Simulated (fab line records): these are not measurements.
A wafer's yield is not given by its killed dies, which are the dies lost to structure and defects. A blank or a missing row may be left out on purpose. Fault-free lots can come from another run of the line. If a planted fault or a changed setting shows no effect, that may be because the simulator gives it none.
Comparing a struck lot with a sound one + flow sky130 + 38 steps out of a route of 708
Sound: these wafers, L370.1, L370.3, L370.6. The struck wafers were L355.1, L355.2, L355.6. The cause comes at the end.
For every step that has rows: the tool of each side, followed by ch and its chambers, followed by its first start. Under that, the readings that differ: sound wafers + struck wafers + difference of the means + sigmas: that difference in standard deviations of wafers without a fault.
alike: same words and numbers on both sides, and readings whose means sit less than 2 such deviations apart. not compared: any withheld reading, any reading some wafer has no value for, any bound like >300 that may hide the same value, and any number with overlapping values for which the record gives no deviation.
Wherever a step has rows on one side only, a row that says differs or no value, or a row with sigmas, the two part there. Numbers that have no deviation but don't overlap get no sigmas and don't part them. A reading missing from all wafers of one side parts the sides only when that side holds two or more wafers.

first, 10 steps without rows for these wafers: SKY_GATE_OXIDE_COAT_05 (resist thk 1162 nm); SKY_GATE_OXIDE_SOFTBAKE_06 (time 60 s); SKY_GATE_OXIDE_EXPOSE_07 (exposes mask LVOM, target cd 600 nm); SKY_GATE_OXIDE_PEB_08; SKY_GATE_OXIDE_DEVELOP_09 (develop time 60 s); SKY_GATE_OXIDE_IMPLANT_11; SKY_GATE_OXIDE_WET_ETCH_12 (etches SiO2 in dHF, target depth 16.8 nm, time 336 s); SKY_GATE_OXIDE_STRIP_13 (strips in O2/N2); SKY_GATE_OXIDE_CLEAN_15 (cleans in SC1/SC2, time 150 s); SKY_GATE_OXIDE_OXIDATION_16 (stabilise 600 s, purge 300 s, target thk 3.57 nm).
SKY_POLY_GATE_CVD_00: deposits poly-Si, target thk 180 nm, time 720 s.
  sound on lpcvd-01 ch 0, day 21 16:19; struck on lpcvd-01 ch 1, day 16 04:59
| reading                                      | sound             | struck            | difference | sigmas |
|----------------------------------------------|-------------------|-------------------|------------|--------|
| model.poly-Si_of_POLY_GATE_CVD_00.thkNm (nm) | 175.9 176.4 176.3 | 232.1 232.1 231.6 | +55.7      |        |
  alike: pressureMtorr, spikeTcLowerC
SKY_POLY_GATE_THK_MEAS_01:
  sound: filmMetro-01 at day 21 17:31; struck: filmMetro-03 at day 16 06:11
| reading                   | sound             | struck            | difference | sigmas |
|---------------------------|-------------------|-------------------|------------|--------|
| POLY_GATE_CVD_00_THK (nm) | 175.9 176.3 176.4 | 232.3 232.2 231.5 | +55.8      | +35    |
then, 21 steps without rows for these wafers: SKY_RES_PROTECT_DEHYDRATE_00 (time 60 s); SKY_RES_PROTECT_HMDS_01 (prime time 60 s); SKY_RES_PROTECT_COAT_02 (resist thk 1140 nm); SKY_RES_PROTECT_SOFTBAKE_03 (time 60 s); SKY_RES_PROTECT_EXPOSE_04 (exposes mask RPM, target cd 1270 nm); SKY_RES_PROTECT_PEB_05; SKY_RES_PROTECT_DEVELOP_06 (develop time 60 s); SKY_POLY_GATE_IMPLANT_02; SKY_RES_PROTECT_STRIP_07 (strips in O2/N2); SKY_RES_PROTECT_CLEAN_09 (cleans in SC1/SC2, time 150 s); SKY_POLY_GATE_CVD_03 (deposits Si3N4 from DCS/NH3, target thk 75 nm, time 1290 s); SKY_POLY_GATE_DEHYDRATE_05 (time 60 s); SKY_POLY_GATE_HMDS_06 (prime time 60 s); SKY_POLY_GATE_COAT_07 (resist thk 110 nm); SKY_POLY_GATE_COAT_08 (resist thk 450 nm); SKY_POLY_GATE_SOFTBAKE_09 (time 90 s); SKY_POLY_GATE_EXPOSE_10 (exposes mask P1M, target cd 150 nm); SKY_POLY_GATE_PEB_11; SKY_POLY_GATE_DEVELOP_12 (develop time 60 s); SKY_POLY_GATE_ETCH_15 (etches BARC in N2/H2, stops on SiO2, time 118.5 s, target depth 110 nm); SKY_POLY_GATE_ETCH_16 (etches Si3N4 in CH3F/O2, stops on poly-Si, time 147.5 s, target depth 75 nm).
-- the record jumps here: 2 days lie between the struck wafers' starts before and after --
SKY_POLY_GATE_ETCH_17: etches poly-Si in HBr/Cl2, stops on SiO2, target depth 180 nm, time 70.5 s.
  sound on rieSi-01 ch 1,2,3, day 24 07:42; struck on rieSi-01 ch 0,1,2, day 18 18:01
| reading                             | sound             | struck            | difference | sigmas |
|-------------------------------------|-------------------|-------------------|------------|--------|
| oesProductAu (a.u.)                 | 0.969 0.976 0.982 | 0.995 1.004 1.012 | +0.028     | +4     |
| model.etch.depthNm (nm)             | 175.3 175.8 175.7 | 179.3 179.1 182.8 | +4.8       |        |
| model.POLY_GATE.featureDepthNm (nm) | 175.3 175.8 175.7 | 179.3 179.1 182.8 | +4.8       |        |
  alike: chamberPressureMTorr, drypumpMotorCurrentA, rfFwdPowerW, throttleValvePct
  not compared: rfHoursCounterH
then, 2 steps without rows for these wafers: SKY_POLY_GATE_STRIP_18 (strips in O2/N2); SKY_POLY_GATE_CLEAN_19 (cleans in SC1/SC2, time 150 s).
-- a jump in the record: the struck wafers' starts before and after are 8 days apart (it breaks off in module POLY_GATE and resumes in module POLY_CUT, where the first step shown is number 318 of the route) --
SKY_POLY_CUT_ETCH_11: etches Si3N4 in CF4/CH2F2/Ar, stops on poly-Si, time 43.17 s, target depth 60 nm.
  sound on rieDiel-01 ch 0,1,2, day 31 16:23; struck on rieDiel-04 ch 0,1,2, day 26 13:59
| reading                                      | sound           | struck            | difference | sigmas |
|----------------------------------------------|-----------------|-------------------|------------|--------|
| model.poly-Si_of_POLY_GATE_CVD_00.thkNm (nm) | 175 175.6 175.5 | 231.3 231.3 230.7 | +55.7      |        |
  alike: ch2f2FlowSccm, chamberPressureMTorr, drypumpMotorCurrentA, oesProductAu, throttleValvePct
  not compared: rfHoursCounterH
-- a jump in the record: the struck wafers' starts before and after are 21 days apart (it breaks off in module POLY_CUT and resumes in module PAD_OPEN, where the first step shown is number 708 of the route) --
SKY_PAD_OPEN_PROBE_99:
  sound: prober-01 at day 50 21:48; struck: prober-01 at day 47 08:59
| reading                          | sound             | struck            | difference | sigmas |
|----------------------------------|-------------------|-------------------|------------|--------|
| model.etest.resXhighPo.lineOhmUm | 5567 5301 5825    | 6458 6500 6476    | +914       |        |
| model.etest.resXhighPo.rsOhmSq   | 1981 1891 2020    | 2258 2279 2265    | +303       |        |
| model.etest.tipSonos.rsOhmSq     | 2644 2616 2643    | 2767 2736 2719    | +106       |        |
| model.etest.resHighPo.lineOhmUm  | 743 732.6 751.6   | 670.5 669 666.3   | -73.8      |        |
| model.etest.resPoly.lineOhmUm    | 513 489.8 524.4   | 440.6 452.8 456.4 | -59.1      |        |
| model.etest.liconHighPo.rcOhm    | 337.9 337.9 346.8 | 409.2 421.5 422.8 | +77.0      |        |
| model.etest.resHighPo.rsOhmSq    | 263.1 259.4 267.4 | 234.3 235.5 234.3 | -28.6      |        |
| model.etest.liconPoly.rcOhm      | 147.8 142.3 152.5 | 169.4 183.9 175.1 | +28.6      |        |
  alike: killed_at_M0_to_M3, killed_at_M4_up, killedAtContacts, killedAtFrontEnd, killedAtOther, killedDies, killedOpen, killedShort

== WHERE THEY PART ==
Earliest at SKY_POLY_GATE_THK_MEAS_01; latest, in this record, at SKY_POLY_GATE_ETCH_17. Later steps at which nothing parts them and some readings are alike: SKY_POLY_CUT_ETCH_11, SKY_PAD_OPEN_PROBE_99.

WHY: the cause the simulator had injected
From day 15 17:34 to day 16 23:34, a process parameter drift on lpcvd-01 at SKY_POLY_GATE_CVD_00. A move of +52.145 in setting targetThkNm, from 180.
